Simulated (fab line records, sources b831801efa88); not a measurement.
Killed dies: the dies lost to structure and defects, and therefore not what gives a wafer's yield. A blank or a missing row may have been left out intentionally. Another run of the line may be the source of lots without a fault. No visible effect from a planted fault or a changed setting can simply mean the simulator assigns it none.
Which of the tools did it? :: flow sky130 :: Sampling: 24 lots, 72 wafers, 5 of 708 route steps

WHAT THE GAUGES READ, wafer by wafer
SKY_LOCAL_INTERCONNECT_OVL_MEAS_12.
lot: L074
measured: day 30 03:49
on: overlay-02
LOCAL_INTERCONNECT_OVL (nm): -4 -3 -7

lot: L075
measured: day 30 10:43
on: overlay-01
LOCAL_INTERCONNECT_OVL (nm): -9 -9 -4

lot: L076
measured: day 30 13:06
on: overlay-02
LOCAL_INTERCONNECT_OVL (nm): -9 -4 -4

lot: L077
measured: day 31 01:34
on: overlay-01
LOCAL_INTERCONNECT_OVL (nm): -10 -6 -7

lot: L078
measured: day 31 08:38
on: overlay-01
LOCAL_INTERCONNECT_OVL (nm): 3 -1 0

lot: L079
measured: day 31 22:15
on: overlay-02
LOCAL_INTERCONNECT_OVL (nm): -7 -7 -11

lot: L080
measured: day 32 00:42
on: overlay-01
LOCAL_INTERCONNECT_OVL (nm): -2 -6 2

lot: L081
measured: day 32 09:32
on: overlay-02
LOCAL_INTERCONNECT_OVL (nm): -9 -8 -6

lot: L082
measured: day 32 17:31
on: overlay-02
LOCAL_INTERCONNECT_OVL (nm): -11 -8 -10

lot: L083
measured: day 33 07:55
on: overlay-01
LOCAL_INTERCONNECT_OVL (nm): -9 -14 -12

lot: L084
measured: day 33 16:11
on: overlay-01
LOCAL_INTERCONNECT_OVL (nm): 2 5 -8

lot: L085
measured: day 33 17:43
on: overlay-01
LOCAL_INTERCONNECT_OVL (nm): -9 -10 -9

lot: L086
measured: day 34 02:27
on: overlay-02
LOCAL_INTERCONNECT_OVL (nm): -1 -6 -2

lot: L087
measured: day 34 06:10
on: overlay-02
LOCAL_INTERCONNECT_OVL (nm): -3 -2 -3

lot: L088
measured: day 34 16:49
on: overlay-01
LOCAL_INTERCONNECT_OVL (nm): -1 -4 -4

lot: L089
measured: day 35 02:26
on: overlay-01
LOCAL_INTERCONNECT_OVL (nm): -1 -6 -8

lot: L090
measured: day 35 07:46
on: overlay-02
LOCAL_INTERCONNECT_OVL (nm): -1 -1 -4

lot: L091
measured: day 35 17:32
on: overlay-01
LOCAL_INTERCONNECT_OVL (nm): -7 -2 -3

lot: L092
measured: day 36 08:04
on: overlay-02
LOCAL_INTERCONNECT_OVL (nm): -2 2 -7

lot: L094
measured: day 38 00:56
on: overlay-01
LOCAL_INTERCONNECT_OVL (nm): -6 -9 -7

lot: L097
measured: day 38 01:43
on: overlay-01
LOCAL_INTERCONNECT_OVL (nm): 0 -1 -4

lot: L095
measured: day 38 02:40
on: overlay-02
LOCAL_INTERCONNECT_OVL (nm): -2 -11 -8

lot: L093
measured: day 38 04:35
on: overlay-02
LOCAL_INTERCONNECT_OVL (nm): -4 0 5

lot: L096
measured: day 38 08:31
on: overlay-02
LOCAL_INTERCONNECT_OVL (nm): -5 1 1

SKY_METAL3_OVL_MEAS_14.
lot: L074
measured: day 38 06:37
on: overlay-01
METAL3_OVL (nm): -5 -5 -4

lot: L075
measured: day 38 13:04
on: overlay-02
METAL3_OVL (nm): -1 -2 4

lot: L076
measured: day 38 17:46
on: overlay-01
METAL3_OVL (nm): -12 -10 -1

lot: L077
measured: day 39 04:50
on: overlay-01
METAL3_OVL (nm): -5 0 3

lot: L078
measured: day 39 09:55
on: overlay-01
METAL3_OVL (nm): -5 -7 -1

lot: L079
measured: day 39 23:46
on: overlay-02
METAL3_OVL (nm): -7 -9 -6

lot: L080
measured: day 40 01:30
on: overlay-02
METAL3_OVL (nm): 2 4 3

lot: L081
measured: day 40 10:44
on: overlay-01
METAL3_OVL (nm): 9 4 6

lot: L082
measured: day 40 16:19
on: overlay-01
METAL3_OVL (nm): 3 12 -3

lot: L083
measured: day 41 06:15
on: overlay-01
METAL3_OVL (nm): 2 12 7

lot: L084
measured: day 41 14:55
on: overlay-01
METAL3_OVL (nm): -5 3 4

lot: L085
measured: day 41 16:02
on: overlay-02
METAL3_OVL (nm): -2 1 -2

lot: L086
measured: day 41 21:34
on: overlay-01
METAL3_OVL (nm): 4 -3 7

lot: L087
measured: day 42 02:07
on: overlay-02
METAL3_OVL (nm): 10 3 4

lot: L088
measured: day 42 11:47
on: overlay-02
METAL3_OVL (nm): -4 1 -4

lot: L089
measured: day 42 19:32
on: overlay-02
METAL3_OVL (nm): 5 2 7

lot: L090
measured: day 43 01:50
on: overlay-01
METAL3_OVL (nm): 1 -1 9

lot: L091
measured: day 43 07:31
on: overlay-01
METAL3_OVL (nm): 3 -1 3

lot: L092
measured: day 43 20:28
on: overlay-02
METAL3_OVL (nm): -6 -6 -2

lot: L094
measured: day 45 07:49
on: overlay-01
METAL3_OVL (nm): -5 -10 -9

lot: L097
measured: day 45 09:36
on: overlay-01
METAL3_OVL (nm): -6 -7 -5

lot: L095
measured: day 45 10:07
on: overlay-01
METAL3_OVL (nm): -6 1 -2

lot: L093
measured: day 45 12:10
on: overlay-02
METAL3_OVL (nm): 3 -4 0

lot: L096
measured: day 45 15:49
on: overlay-02
METAL3_OVL (nm): 2 6 1

SKY_CAP2M_OVL_MEAS_12.
lot: L074
measured: day 40 11:23
on: overlay-02
CAP2M_OVL (nm): -2.2 -2.8 -2.4

lot: L075
measured: day 40 18:33
on: overlay-01
CAP2M_OVL (nm): -0.8 -0.7 -1.4

lot: L076
measured: day 40 22:50
on: overlay-02
CAP2M_OVL (nm): -3.0 -0.2 -0.2

lot: L077
measured: day 41 10:23
on: overlay-01
CAP2M_OVL (nm): 1.8 0.9 -0.8

lot: L078
measured: day 41 13:21
on: overlay-02
CAP2M_OVL (nm): -1.3 -1.4 -0.7

lot: L079
measured: day 42 03:02
on: overlay-02
CAP2M_OVL (nm): 1.3 0.8 0.8

lot: L080
measured: day 42 05:27
on: overlay-01
CAP2M_OVL (nm): 2.6 2.0 1.4

lot: L081
measured: day 42 13:35
on: overlay-02
CAP2M_OVL (nm): 0.0 -2.1 1.5

lot: L082
measured: day 42 18:28
on: overlay-01
CAP2M_OVL (nm): -1.5 -3.1 -3.0

lot: L083
measured: day 43 08:17
on: overlay-01
CAP2M_OVL (nm): -0.9 -0.6 -1.5

lot: L084
measured: day 43 15:57
on: overlay-01
CAP2M_OVL (nm): -1.9 -1.2 -1.6

lot: L085
measured: day 43 18:00
on: overlay-01
CAP2M_OVL (nm): 1.5 0.6 2.1

lot: L086
measured: day 43 23:01
on: overlay-01
CAP2M_OVL (nm): 0.9 -1.2 -0.3

lot: L087
measured: day 44 01:29
on: overlay-02
CAP2M_OVL (nm): -1.7 -1.1 -1.9

lot: L088
measured: day 44 11:53
on: overlay-01
CAP2M_OVL (nm): -2.6 -2.2 -2.5

lot: L089
measured: day 44 19:08
on: overlay-01
CAP2M_OVL (nm): 1.6 1.5 1.2

lot: L090
measured: day 45 01:17
on: overlay-01
CAP2M_OVL (nm): -0.6 -3.0 -3.4

lot: L091
measured: day 45 06:29
on: overlay-01
CAP2M_OVL (nm): -0.9 1.3 1.1

lot: L092
measured: day 45 18:20
on: overlay-01
CAP2M_OVL (nm): -1.8 -1.5 -2.8

lot: L094
measured: day 47 03:13
on: overlay-01
CAP2M_OVL (nm): -1.6 -1.9 -1.8

lot: L097
measured: day 47 05:25
on: overlay-01
CAP2M_OVL (nm): 0.1 -0.7 0.4

lot: L095
measured: day 47 05:56
on: overlay-01
CAP2M_OVL (nm): -1.4 -3.1 -0.8

lot: L093
measured: day 47 06:44
on: overlay-01
CAP2M_OVL (nm): 0.7 -1.6 -0.5

lot: L096
measured: day 47 11:26
on: overlay-02
CAP2M_OVL (nm): -1.9 -2.6 -3.8

TOOL THAT RAN EACH LOT (tool first, then ch and the chambers of the sampled wafers, then the start)
lot: L074
SKY_LI_CONTACT_CMP_24: cmp-01 ch 2,3, day 28 22:23
SKY_METAL2_SPUTTER_04: pvd_sputter-04, day 33 18:03

lot: L075
SKY_LI_CONTACT_CMP_24: cmp-01 ch 0,1, day 29 05:18
SKY_METAL2_SPUTTER_04: pvd_sputter-04, day 34 01:29

lot: L076
SKY_LI_CONTACT_CMP_24: cmp-02 ch 1,2,3, day 29 07:54
SKY_METAL2_SPUTTER_04: pvd_sputter-03, day 34 04:35

lot: L077
SKY_LI_CONTACT_CMP_24: cmp-02 ch 1,2, day 29 21:42
SKY_METAL2_SPUTTER_04: pvd_sputter-04, day 34 17:14

lot: L078
SKY_LI_CONTACT_CMP_24: cmp-01 ch 0,1,2, day 30 05:06
SKY_METAL2_SPUTTER_04: pvd_sputter-03, day 34 23:22

lot: L079
SKY_LI_CONTACT_CMP_24: cmp-01 ch 1,2, day 30 19:01
SKY_METAL2_SPUTTER_04: pvd_sputter-02, day 35 13:17

lot: L080
SKY_LI_CONTACT_CMP_24: cmp-02 ch 1,2,3, day 30 20:44
SKY_METAL2_SPUTTER_04: pvd_sputter-04, day 35 16:44

lot: L081
SKY_LI_CONTACT_CMP_24: cmp-01 ch 1,3, day 31 05:40
SKY_METAL2_SPUTTER_04: pvd_sputter-04, day 36 00:26

lot: L082
SKY_LI_CONTACT_CMP_24: cmp-01 ch 1,2,3, day 31 13:56
SKY_METAL2_SPUTTER_04: pvd_sputter-03, day 36 06:08

lot: L083
SKY_LI_CONTACT_CMP_24: cmp-01 ch 0,1,3, day 32 04:12
SKY_METAL2_SPUTTER_04: pvd_sputter-03, day 36 21:17

lot: L084
SKY_LI_CONTACT_CMP_24: cmp-02 ch 0,1,2, day 32 13:01
SKY_METAL2_SPUTTER_04: pvd_sputter-04, day 37 06:36

lot: L085
SKY_LI_CONTACT_CMP_24: cmp-01 ch 2,3, day 32 14:13
SKY_METAL2_SPUTTER_04: pvd_sputter-03, day 37 07:59

lot: L086
SKY_LI_CONTACT_CMP_24: cmp-02 ch 1,2, day 32 22:55
SKY_METAL2_SPUTTER_04: pvd_sputter-03, day 37 15:20

lot: L087
SKY_LI_CONTACT_CMP_24: cmp-02 ch 0,1,2, day 33 03:04
SKY_METAL2_SPUTTER_04: pvd_sputter-03, day 37 19:33

lot: L088
SKY_LI_CONTACT_CMP_24: cmp-01 ch 0,1,3, day 33 13:55
SKY_METAL2_SPUTTER_04: pvd_sputter-04, day 38 05:04

lot: L089
SKY_LI_CONTACT_CMP_24: cmp-01 ch 0,2,3, day 34 00:42
SKY_METAL2_SPUTTER_04: pvd_sputter-02, day 38 13:56

lot: L090
SKY_LI_CONTACT_CMP_24: cmp-02 ch 0,1, day 34 04:18
SKY_METAL2_SPUTTER_04: pvd_sputter-04, day 38 20:48

lot: L091
SKY_LI_CONTACT_CMP_24: cmp-01 ch 1,2,3, day 34 14:47
SKY_METAL2_SPUTTER_04: pvd_sputter-02, day 39 05:09

lot: L092
SKY_LI_CONTACT_CMP_24: cmp-01 ch 1,2,3, day 35 05:05
SKY_METAL2_SPUTTER_04: pvd_sputter-03, day 39 17:33

lot: L094
SKY_LI_CONTACT_CMP_24: cmp-01 ch 0,2, day 36 22:59
SKY_METAL2_SPUTTER_04: pvd_sputter-04, day 41 10:28

lot: L097
SKY_LI_CONTACT_CMP_24: cmp-02 ch 1,2,3, day 36 23:34
SKY_METAL2_SPUTTER_04: pvd_sputter-02, day 41 10:48

lot: L095
SKY_LI_CONTACT_CMP_24: cmp-01 ch 1,2,3, day 37 00:11
SKY_METAL2_SPUTTER_04: pvd_sputter-02, day 41 12:19

lot: L093
SKY_LI_CONTACT_CMP_24: cmp-01 ch 0,1,3, day 37 01:55
SKY_METAL2_SPUTTER_04: pvd_sputter-02, day 41 13:45

lot: L096
SKY_LI_CONTACT_CMP_24: cmp-02 ch 0,2,3, day 37 06:26
SKY_METAL2_SPUTTER_04: pvd_sputter-04, day 41 17:07
- SKY_LI_CONTACT_CMP_24: polishes, stops on PSG, t overpolish 20 s, target thk 0 nm.
- SKY_METAL2_SPUTTER_04: material TiN, target thk 70 nm, time 58.3 s.

WHAT THE TOOLS THEMSELVES READ (means of the sampled wafers that have a number; where no wafer has one, the mark that the record gives instead)
SKY_LI_CONTACT_CMP_24.
lot: L074
tool: cmp-01
edge_zone_pressure_frac: 1.002
motor_current_A (A): 11.4
overpolish_run_s (s): 20.000
time_to_endpoint_s (s): 101

lot: L075
tool: cmp-01
edge_zone_pressure_frac: 0.999
motor_current_A (A): 11.3
overpolish_run_s (s): 19.995
time_to_endpoint_s (s): 101

lot: L076
tool: cmp-02
edge_zone_pressure_frac: 1.001
motor_current_A (A): 10.5
overpolish_run_s (s): 20.005
time_to_endpoint_s (s): 92

lot: L077
tool: cmp-02
edge_zone_pressure_frac: 0.996
motor_current_A (A): 11.0
overpolish_run_s (s): 19.995
time_to_endpoint_s (s): 96

lot: L078
tool: cmp-01
edge_zone_pressure_frac: 0.997
motor_current_A (A): 11.5
overpolish_run_s (s): 19.997
time_to_endpoint_s (s): 104

lot: L079
tool: cmp-01
edge_zone_pressure_frac: 1.001
motor_current_A (A): 11.2
overpolish_run_s (s): 19.999
time_to_endpoint_s (s): 99

lot: L080
tool: cmp-02
edge_zone_pressure_frac: 1.002
motor_current_A (A): 10.8
overpolish_run_s (s): 19.993
time_to_endpoint_s (s): 96

lot: L081
tool: cmp-01
edge_zone_pressure_frac: 0.996
motor_current_A (A): 11.1
overpolish_run_s (s): 19.997
time_to_endpoint_s (s): 104

lot: L082
tool: cmp-01
edge_zone_pressure_frac: 0.996
motor_current_A (A): 10.8
overpolish_run_s (s): 20.003
time_to_endpoint_s (s): 103

lot: L083
tool: cmp-01
edge_zone_pressure_frac: 0.997
motor_current_A (A): 11.2
overpolish_run_s (s): 19.990
time_to_endpoint_s (s): 103

lot: L084
tool: cmp-02
edge_zone_pressure_frac: 1.001
motor_current_A (A): 11.8
overpolish_run_s (s): 20.001
time_to_endpoint_s (s): 102

lot: L085
tool: cmp-01
edge_zone_pressure_frac: 0.996
motor_current_A (A): 11.0
overpolish_run_s (s): 20.001
time_to_endpoint_s (s): 105

lot: L086
tool: cmp-02
edge_zone_pressure_frac: 1.000
motor_current_A (A): 10.8
overpolish_run_s (s): 19.992
time_to_endpoint_s (s): 98

lot: L087
tool: cmp-02
edge_zone_pressure_frac: 1.003
motor_current_A (A): 11.4
overpolish_run_s (s): 19.996
time_to_endpoint_s (s): 96

lot: L088
tool: cmp-01
edge_zone_pressure_frac: 0.999
motor_current_A (A): 11.4
overpolish_run_s (s): 19.995
time_to_endpoint_s (s): 103

lot: L089
tool: cmp-01
edge_zone_pressure_frac: 1.001
motor_current_A (A): 11.1
overpolish_run_s (s): 19.997
time_to_endpoint_s (s): 102

lot: L090
tool: cmp-02
edge_zone_pressure_frac: 0.997
motor_current_A (A): 11.9
overpolish_run_s (s): 19.997
time_to_endpoint_s (s): 100

lot: L091
tool: cmp-01
edge_zone_pressure_frac: 1.002
motor_current_A (A): 11.4
overpolish_run_s (s): 19.998
time_to_endpoint_s (s): 100

lot: L092
tool: cmp-01
edge_zone_pressure_frac: 0.999
motor_current_A (A): 11.3
overpolish_run_s (s): 19.998
time_to_endpoint_s (s): 96

lot: L094
tool: cmp-01
edge_zone_pressure_frac: 0.999
motor_current_A (A): 11.3
overpolish_run_s (s): 19.992
time_to_endpoint_s (s): 101

lot: L097
tool: cmp-02
edge_zone_pressure_frac: 0.997
motor_current_A (A): 10.8
overpolish_run_s (s): 19.986
time_to_endpoint_s (s): 96

lot: L095
tool: cmp-01
edge_zone_pressure_frac: 1.000
motor_current_A (A): 11.4
overpolish_run_s (s): 19.993
time_to_endpoint_s (s): 99

lot: L093
tool: cmp-01
edge_zone_pressure_frac: 1.002
motor_current_A (A): 11.2
overpolish_run_s (s): 19.989
time_to_endpoint_s (s): 105

lot: L096
tool: cmp-02
edge_zone_pressure_frac: 1.000
motor_current_A (A): 10.4
overpolish_run_s (s): 20.007
time_to_endpoint_s (s): 95

SKY_METAL2_SPUTTER_04.
lot: L074
tool: pvd_sputter-04
throttle_valve_pct (%): 30.8

lot: L075
tool: pvd_sputter-04
throttle_valve_pct (%): 31.0

lot: L076
tool: pvd_sputter-03
throttle_valve_pct (%): 29.8

lot: L077
tool: pvd_sputter-04
throttle_valve_pct (%): 30.2

lot: L078
tool: pvd_sputter-03
throttle_valve_pct (%): 29.9

lot: L079
tool: pvd_sputter-02
throttle_valve_pct (%): 29.9

lot: L080
tool: pvd_sputter-04
throttle_valve_pct (%): 30.3

lot: L081
tool: pvd_sputter-04
throttle_valve_pct (%): 30.3

lot: L082
tool: pvd_sputter-03
throttle_valve_pct (%): 30.2

lot: L083
tool: pvd_sputter-03
throttle_valve_pct (%): 29.9

lot: L084
tool: pvd_sputter-04
throttle_valve_pct (%): 30.8

lot: L085
tool: pvd_sputter-03
throttle_valve_pct (%): 29.8

lot: L086
tool: pvd_sputter-03
throttle_valve_pct (%): 29.6

lot: L087
tool: pvd_sputter-03
throttle_valve_pct (%): 29.9

lot: L088
tool: pvd_sputter-04
throttle_valve_pct (%): 30.4

lot: L089
tool: pvd_sputter-02
throttle_valve_pct (%): 30.6

lot: L090
tool: pvd_sputter-04
throttle_valve_pct (%): 30.9

lot: L091
tool: pvd_sputter-02
throttle_valve_pct (%): 30.3

lot: L092
tool: pvd_sputter-03
throttle_valve_pct (%): 29.8

lot: L094
tool: pvd_sputter-04
throttle_valve_pct (%): 30.9

lot: L097
tool: pvd_sputter-02
throttle_valve_pct (%): 29.7

lot: L095
tool: pvd_sputter-02
throttle_valve_pct (%): 30.5

lot: L093
tool: pvd_sputter-02
throttle_valve_pct (%): 29.7

lot: L096
tool: pvd_sputter-04
throttle_valve_pct (%): 30.8

THE ANSWER, worked out from the rows above alone
Rule: the usual values come from the lots themselves. The widest of any qualifying gaps counts: lots, ordered by their means at a reading, are off when they make up no more than a third of the lots, leave a main group of 4 or more, and stand apart from it by 3 or more times the standard deviation of that group's means. If all means in a main group match to the digits the tables above print for the reading, that group is not used. Also off: a lot with no number at a reading for which 4 or more lots have one. Any other lot the step has rows for is counted as sound. After the gauges, taken in route order, come the tools' own readings; for these a lot's mean is taken, as printed above. At the first step where some lot is off, the reading lying furthest off is the one used; lots without a number count as furthest.
No lot is off at any reading shown: from this, nothing can be told.

WHAT HAD BEEN PUT IN BY THE SIMULATOR
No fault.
